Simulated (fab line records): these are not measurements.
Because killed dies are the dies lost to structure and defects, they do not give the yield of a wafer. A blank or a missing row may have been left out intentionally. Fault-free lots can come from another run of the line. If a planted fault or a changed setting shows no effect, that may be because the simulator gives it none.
fab line records    flow sky130
record lots=6  wafers=18  last-day=49
route steps=708 shown VT_ADJUST_PCH@144 SONOS_TUNNEL@154 PAD_OPEN@708
lots that met no fault: from a run of the same line without faults
start-h: hours from the record's first day to the start of the lot's first wafer shown    wait-h: hours elapsed since this lot's preceding step    " identical to the entry in the row above    L1.1+2: a row that stands for several wafers    - no value, or no start given    * or withheld: withheld    < > ~ a bound
route shown NAME@n: NAME is a module with steps in the file, n the number in the route of the first one    usual: mean/standard deviation of fault-free wafers    same: alike in all rows    chamber/n: place in a boat    sites: the reading at each site    _std_site: standard deviation across them    _edge_site: outer sites' mean less inner sites'    radius-mm: for every site, how far away it sits from the centre of the wafer    mask NAME#n: copy n    behind: tool/chamber where the wafer was last shaped    hold: reason for holding the lot/hours on hold/outcome of the hold    device: transistor that didn't switch, given as n, p or np    end of line: tests of these same wafers at the route's end    a step without rows: its recipe alone    killed: dies lost to structure and defects at the first sort, not the wafer's yield    map: shows each die of a wafer: x if killed, . if not, _ if none is there
set.NAME: the setting the step ran with; set.NAME@STEP: the setting that earlier step ran with    model.NAME: the simulator's own value behind a step, which no gauge read
lots seen at some steps along the route; tables by step, rows by wafer
services: from which hour (start-h, from the record's first day; less than 0 if before it) a tool's chamber was out of use, for how many hours, and why
## steps
# step SKY_VT_ADJUST_PCH_HMDS_01
# recipe prime-time-s=60  prime-temp-c=120
# step SKY_VT_ADJUST_PCH_COAT_02
# recipe spin-rpm=2000  resist-thk-nm=3000
# step SKY_VT_ADJUST_PCH_SOFTBAKE_03
# recipe temp-c=110  time-s=withheld
# step SKY_VT_ADJUST_PCH_EXPOSE_04
# recipe mask-id=NWM  na=0.6  source-shape=conventional  sigma-outer=0.6  polarization=unpolarized  target-cd-nm=840  dose-mj=255
# step SKY_VT_ADJUST_PCH_PEB_05
# recipe temp-c=115  time-s=withheld
# step SKY_VT_ADJUST_PCH_DEVELOP_06
# recipe wall-angle-deg=90  developer=TMAH  develop-time-s=60  dev-temp-c=23
# step SKY_VT_ADJUST_PCH_OVL_MEAS_07
# usual VT_ADJUST_PCH_OVL=0.1/1.4
lot.wafer  tool        chamber  start-h  wait-h  VT_ADJUST_PCH_OVL[nm]
L705.2     overlay-02  -        256.48   -       -1.9
L705.3     "           -        "        "       -0.7
L705.4     "           -        "        "       -2.6
L706.2     overlay-01  -        261.90   -       2.7
L706.5     "           -        "        "       2.1
L706.6     "           -        "        "       1.9
L712.1     overlay-02  -        318.29   -       0.3
L712.3     "           -        "        "       0.8
L712.5     "           -        "        "       -1.4
L713.2     overlay-02  -        324.18   -       0.2
L713.3     "           -        "        "       0.8
L713.6     "           -        "        "       0.5
L717.2     overlay-01  -        353.34   -       -0.9
L717.3     "           -        "        "       -0.2
L717.4     "           -        "        "       -1.8
L718.1     overlay-02  -        357.89   -       -4.5
L718.3     "           -        "        "       -0.8
L718.4     "           -        "        "       -1.9
# step SKY_VT_ADJUST_PCH_IMPLANT_08
# recipe species=B  energy-kev=10  dose-cm2=5e+11  tilt-deg=withheld
# step SKY_VT_ADJUST_PCH_STRIP_09
# recipe chemistry=O2/N2  power-w=1400  pressure-mtorr=1500  platen-temp-c=withheld  o2-flow-sccm=3000  n2-flow-sccm=300  overash-fraction=0.5
# usual drypump-motor-current-A=6.03/0.29  oes-product-au=0.723/0.0047  strip-time-to-endpoint-s=36.84/0.12
lot.wafer  tool             chamber  start-h  wait-h  drypump-motor-current-A  oes-product-au  rf-hours-counter-h  strip-time-to-endpoint-s
L705.2     plasma-asher-02  0        256.66   0.1     5.60                     0.727           13                  36.77
L705.3     "                1        "        "       5.70                     0.725           -                   36.82
L705.4     "                0        "        "       5.61                     0.725           -                   36.82
L706.2     plasma-asher-02  1        262.08   0.1     5.71                     0.724           14                  36.99
L706.5     "                1        "        "       5.72                     0.721           -                   37.01
L706.6     "                0        "        "       5.59                     0.719           -                   37.04
L712.1     plasma-asher-02  1        318.48   0.1     5.76                     0.718           20                  36.92
L712.3     "                1        "        "       5.72                     0.721           -                   36.77
L712.5     "                0        "        "       5.57                     0.725           -                   36.96
L713.2     plasma-asher-03  1        324.36   0.1     5.99                     0.721           49                  36.89
L713.3     "                1        "        "       6.03                     0.717           -                   36.72
L713.6     "                1        "        "       6.03                     0.722           -                   36.67
L717.2     plasma-asher-03  1        353.52   0.1     6.03                     0.720           51                  36.65
L717.3     "                1        "        "       6.03                     0.734           -                   36.79
L717.4     "                0        "        "       6.41                     0.715           -                   36.68
L718.1     plasma-asher-03  0        358.08   0.1     6.39                     0.726           52                  36.82
L718.3     "                0        "        "       6.46                     0.726           -                   36.89
L718.4     "                1        "        "       6.02                     0.717           -                   36.87
# step SKY_VT_ADJUST_PCH_TW_MEAS_10
# usual VT_ADJUST_PCH_TW=143.6/1.1
lot.wafer  tool           chamber  start-h  wait-h  VT_ADJUST_PCH_TW
L705.2     film-metro-03  -        256.77   0.1     142.5
L705.3     "              -        "        "       142.8
L705.4     "              -        "        "       142.5
L706.2     film-metro-02  -        262.19   0.1     144.4
L706.5     "              -        "        "       145.0
L706.6     "              -        "        "       145.0
L712.1     film-metro-03  -        318.58   0.1     142.4
L712.3     "              -        "        "       142.3
L712.5     "              -        "        "       142.2
L713.2     film-metro-03  -        324.47   0.1     142.8
L713.3     "              -        "        "       142.6
L713.6     "              -        "        "       142.2
L717.2     film-metro-03  -        353.63   0.1     143.8
L717.3     "              -        "        "       143.6
L717.4     "              -        "        "       142.5
L718.1     film-metro-03  -        358.18   0.1     142.4
L718.3     "              -        "        "       142.4
L718.4     "              -        "        "       142.6
# step SKY_SONOS_TUNNEL_DEHYDRATE_00
# recipe temp-c=200  time-s=60
# step SKY_SONOS_TUNNEL_HMDS_01
# recipe prime-time-s=60  prime-temp-c=120
# step SKY_SONOS_TUNNEL_COAT_02
# recipe resist=NOVOLAK  spin-rpm=3000  resist-thk-nm=1140
# usual spin-speed-rpm=2999.9/2.2
lot.wafer  tool            chamber  start-h  wait-h  spin-speed-rpm  model.NOVOLAK_of_SONOS_TUNNEL_COAT_02.thk-nm
L705.2     litho-track-01  0        269.01   0.1     3001.6          1138
L705.3     "               0        "        "       2998.7          1139
L705.4     "               0        "        "       2998.5          1136
L706.2     litho-track-03  0        274.56   0.1     2999.1          1147
L706.5     "               0        "        "       3000.6          1144
L706.6     "               0        "        "       3000.6          1142
L712.1     litho-track-03  0        331.58   0.1     3104.2          1117
L712.3     "               0        "        "       3097.8          1119
L712.5     "               0        "        "       3096.0          1116
L713.2     litho-track-03  0        337.21   0.1     3096.8          1118
L713.3     "               0        "        "       3098.3          1122
L713.6     "               0        "        "       3097.7          1121
L717.2     litho-track-02  0        367.12   0.1     3000.4          1148
L717.3     "               0        "        "       3001.4          1147
L717.4     "               0        "        "       3002.1          1146
L718.1     litho-track-02  0        371.39   0.1     2999.3          1143
L718.3     "               0        "        "       3001.4          1142
L718.4     "               0        "        "       3000.5          1140
# step SKY_SONOS_TUNNEL_SOFTBAKE_03
# recipe temp-c=90  time-s=60  resist=NOVOLAK
# step SKY_SONOS_TUNNEL_EXPOSE_04
# recipe mask-id=TUNM  na=0.6  source-shape=conventional  sigma-outer=0.6  polarization=unpolarized  target-cd-nm=410  dose-mj=136
# step SKY_SONOS_TUNNEL_PEB_05
# recipe temp-c=withheld  time-s=*  resist=NOVOLAK
# step SKY_SONOS_TUNNEL_DEVELOP_06
# recipe resist=NOVOLAK  developer=TMAH  develop-time-s=60  dev-temp-c=21.99
lot.wafer  tool            chamber  start-h  wait-h  model.NOVOLAK_of_SONOS_TUNNEL_COAT_02.thk-nm
L705.2     litho-track-01  0        281.11   0.1     1137
L705.3     "               0        "        "       1139
L705.4     "               0        "        "       1136
L706.2     litho-track-01  0        286.41   0.1     1146
L706.5     "               0        "        "       1144
L706.6     "               0        "        "       1142
L712.1+5   litho-track-03  0        344.58   0.1     1116
L712.3     "               0        "        "       1118
L713.2     litho-track-01  0        351.06   0.1     1118
L713.3     "               0        "        "       1122
L713.6     "               0        "        "       1121
L717.2+3   litho-track-01  0        381.41   0.1     1147
L717.4     "               0        "        "       1146
L718.1     litho-track-03  0        386.68   0.1     1142
L718.3     "               0        "        "       1141
L718.4     "               0        "        "       1139
# step SKY_SONOS_TUNNEL_CD_MEAS_07
# recipe target-cd-nm=410
# usual cd-nm=410.3/2.1
lot.wafer  tool       chamber  start-h  wait-h  cd-nm
L705.2     cd-sem-02  -        281.25   0.1     411.3
L705.3     "          -        "        "       409.4
L705.4     "          -        "        "       408.9
L706.2     cd-sem-01  -        286.55   0.1     408.2
L706.5     "          -        "        "       409.7
L706.6     "          -        "        "       409.3
L712.1     cd-sem-01  -        344.73   0.1     413.5
L712.3     "          -        "        "       415.1
L712.5     "          -        "        "       414.4
L713.2     cd-sem-02  -        351.20   0.1     412.0
L713.3     "          -        "        "       409.8
L713.6     "          -        "        "       411.4
L717.2     cd-sem-01  -        381.55   0.1     410.7
L717.3     "          -        "        "       410.5
L717.4     "          -        "        "       413.8
L718.1     cd-sem-02  -        386.83   0.1     411.9
L718.3     "          -        "        "       411.8
L718.4     "          -        "        "       410.9
# step SKY_PAD_OPEN_PROBE_99
# usual killed_at_M0_to_M3=44/7  killed_at_M4_up=3.2/2  killed-at-contacts=25/5.3  killed-at-front-end=15/4.3  killed-at-other=0.3/0.54  killed-dies=86/8.7  killed-open=47/6.4  killed-short=39/5.6
# same gross-dies=492  killed-at-back-side=0
lot.wafer  tool       chamber  start-h  wait-h  killed_at_M0_to_M3  killed_at_M4_up  killed-at-contacts  killed-at-front-end  killed-at-other  killed-dies  killed-open  killed-short
L706.2     prober-02  -        1103.86  0.1     41                  1                23                  20                   0                85           48           37
L706.5     prober-02  -        1104.01  0.2     37                  1                29                  8                    1                76           45           30
L706.6     prober-02  -        1104.06  0.2     36                  2                26                  21                   1                86           40           45
L712.1     prober-02  -        1144.05  0.1     31                  1                32                  7                    1                72           43           29
L712.3     prober-02  -        1144.15  0.2     45                  5                27                  11                   1                89           38           50
L712.5     prober-02  -        1144.25  0.2     35                  3                14                  12                   1                65           34           31
# killed by level:class
L706.2 VIA1:geometric-particle:open=13 LOCAL_INTERCONNECT:geometric-particle:short=7 CONTACT:geometric-particle:open=7 FIELD_ISO:geometric-particle:open=6 FIELD_ISO:geometric-particle:short=6 VIA3:geometric-particle:open=6 LI_CONTACT:geometric-particle:open=5 VIA2:geometric-particle:open=5
L706.5 LI_CONTACT:geometric-particle:open=12 CONTACT:geometric-particle:open=7 VIA2:geometric-particle:open=6 VIA1:geometric-particle:open=6 METAL2:geometric-particle:short=6 CONTACT:geometric-particle:short=4 VIA1:geometric-particle:short=4 FIELD_ISO:geometric-particle:short=3
L706.6 FIELD_ISO:geometric-particle:open=8 LI_CONTACT:geometric-particle:open=7 CONTACT:geometric-particle:open=7 METAL1:geometric-particle:short=7 METAL2:geometric-particle:short=7 VIA1:geometric-particle:short=6 POLY_GATE:geometric-particle:short=5 CONTACT:geometric-particle:short=5
L712.1 CONTACT:geometric-particle:open=14 VIA1:geometric-particle:open=7 LI_CONTACT:geometric-particle:open=6 LI_CONTACT:geometric-particle:short=6 METAL1:geometric-particle:short=5 VIA3:geometric-particle:open=5 VIA2:geometric-particle:open=4 METAL3:geometric-particle:short=4
L712.3 VIA3:geometric-particle:open=10 LI_CONTACT:geometric-particle:open=8 CONTACT:geometric-particle:short=7 VIA1:geometric-particle:open=6 METAL2:geometric-particle:short=6 METAL1:geometric-particle:short=5 VIA1:geometric-particle:short=5 FIELD_ISO:geometric-particle:short=4
L712.5 VIA1:geometric-particle:short=8 VIA1:geometric-particle:open=8 FIELD_ISO:geometric-particle:open=5 LOCAL_INTERCONNECT:geometric-particle:short=5 VIA2:geometric-particle:open=5 VIA3:geometric-particle:open=5 FIELD_ISO:geometric-particle:short=4 CONTACT:geometric-particle:open=4
## services
tool             chamber  start-h  hours  kind
plasma-asher-03  -        319.79   3.2    repair
plasma-asher-02  -        385.00   1.2    repair
## key
first-sign step=SKY_SONOS_TUNNEL_COAT_02  reading=spin-speed-rpm  direction=up  sigmas=45  usual=2999.9  struck=3098.5
effect none on later readings
model-effect step=SKY_SONOS_TUNNEL_COAT_02  value=NOVOLAK_of_SONOS_TUNNEL_COAT_02.thk-nm  without=1137  struck=1119
model-effect step=SKY_SONOS_TUNNEL_DEVELOP_06  value=NOVOLAK_of_SONOS_TUNNEL_COAT_02.thk-nm  without=1137  struck=1119
met-at SKY_SONOS_TUNNEL_COAT_02
struck-wafers L712.1,L712.3,L712.5,L713.2,L713.3,L713.6
tester-left-out L712,L713
onset-between 274.56 331.58
fault kind=process-parameter-drift  tool=litho-track-03  chamber=-  onset-h=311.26  steps=SKY_SONOS_TUNNEL_COAT_02  channel=spin-rpm  offset=98.122  shape=step  end-h=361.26  acts-in=these-recipes-only  stated=3000
# tester-left-out: of these lots the tester's yield and bins aren't shown, on N5 and GAA mostly nor the transistor test; their killed dies are dies lost to structure and defects alone, not to doping, threshold or leakage, so they don't give the yield
